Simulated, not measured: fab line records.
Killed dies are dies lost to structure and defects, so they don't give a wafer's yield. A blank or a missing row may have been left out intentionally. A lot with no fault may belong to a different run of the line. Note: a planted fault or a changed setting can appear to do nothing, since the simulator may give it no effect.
Matching of chambers + flow sfq line + 4 sister chambers for SFQ_TRILAYER_I3_CMP_CMP_082 on cmp-02
The step polishes SiO2. 4 wafers are shown with their chamber, then 10 later ones without.

WAFERS WITH THEIR CHAMBER
| wafer  | chamber | motor current A (A) |
|--------|---------|---------------------|
| L616.6 | 0       | 11.6                |
| L619.2 | 1       | 9.9                 |
| L620.2 | 2       | 8.9                 |
| L620.5 | 3       | 10.1                |

WAFERS MISSING THEIR CHAMBER
| wafer  | motor current A (A) |
|--------|---------------------|
| L621.2 | 10.6                |
| L621.5 | 11.7                |
| L622.2 | 10.4                |
| L622.5 | 9.3                 |
| L623.2 | 11.2                |
| L623.4 | 9.1                 |
| L623.5 | 10.4                |
| L631.1 | 11.2                |
| L631.2 | 9.8                 |
| L631.4 | 9.1                 |

THE CHAMBER EACH PASSED THROUGH
| wafer  | from the rows above          | in truth |
|--------|------------------------------|----------|
| L621.2 | can't be placed: 3 or 1 or 0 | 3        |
| L621.5 | 0                            | 0        |
| L622.2 | can't be placed: 3 or 1      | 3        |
| L622.5 | can't be placed: 2 or 1 or 3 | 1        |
| L623.2 | 0                            | 0        |
| L623.4 | can't be placed: 2 or 1      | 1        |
| L623.5 | can't be placed: 3 or 1      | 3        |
| L631.1 | 0                            | 0        |
| L631.2 | can't be placed: 1 or 3      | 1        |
| L631.4 | can't be placed: 2 or 1      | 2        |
Correctly placed: 3 of 10. Cannot be placed on the basis of these rows: 7; the candidates contain the true chamber in 7. Number placed wrongly: 0.
How it was worked out, from the rows above alone: a wafer's distance from a chamber is the root of the sum, over the readings, of the square of ((its reading less the chamber's mean) divided by the reading's scatter). The wafer belongs to the nearest chamber; if the next one is less than 2 further off, it can't be placed. Each chamber's mean is taken over the wafers shown for it. The scatter: root of mean squared gap, hidden wafer to nearest shown wafer, with one shown wafer a chamber.
